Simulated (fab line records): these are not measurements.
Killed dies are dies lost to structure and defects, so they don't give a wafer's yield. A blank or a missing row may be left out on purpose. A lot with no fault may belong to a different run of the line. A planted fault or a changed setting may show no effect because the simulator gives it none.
Matching of chambers -- flow gf180mcu -- GF_PASSIVATION_CVD_00 on pecvd-04 has 3 sister chambers
The step deposits SiO2 from TEOS, target thk 1000 nm, time 111.95 s. 6 wafers are shown with their chamber, then 7 later ones without.

## WAFERS WITH THEIR CHAMBER
wafer,chamber,heater power w (W),heater power outer w (W)
L573.2,0,641,363
L576.1,0,600,325
L583.5,2,622,336
L583.6,1,697,378
L592.1,2,754,438
L592.3,1,678,355

## WAFERS WITH NO CHAMBER GIVEN
wafer,heater power w (W),heater power outer w (W)
L592.5,603,343
L593.1,650,332
L593.2,772,454
L593.3,642,369
L595.2,746,438
L595.4,732,397
L595.5,620,337

## THE CHAMBER EACH PASSED THROUGH
wafer,from the rows above,in truth
L592.5,can't be placed: 0 or 1 or 2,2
L593.1,can't be placed: 0 or 1 or 2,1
L593.2,can't be placed: 2 or 1 or 0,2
L593.3,can't be placed: 0 or 1 or 2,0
L595.2,can't be placed: 2 or 1 or 0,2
L595.4,can't be placed: 2 or 1 or 0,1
L595.5,can't be placed: 0 or 1 or 2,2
Placed correctly: 0 of 7. Cannot be placed on the basis of these rows: 7; the candidates contain the true chamber in 7. Wrongly placed: 0.
How it was worked out, from the rows above alone: a wafer's distance from a chamber is the root of the sum, over the readings, of the square of ((its reading less the chamber's mean) divided by the reading's scatter). If the next closest chamber is less than 2 further off than the closest, the wafer can't be placed; otherwise it belongs to the closest. Each chamber's mean is taken over the wafers shown for it. The scatter: take each reading less its chamber's mean, square it, sum over the shown wafers, divide by the number of wafers less the number of chambers, and take the root.
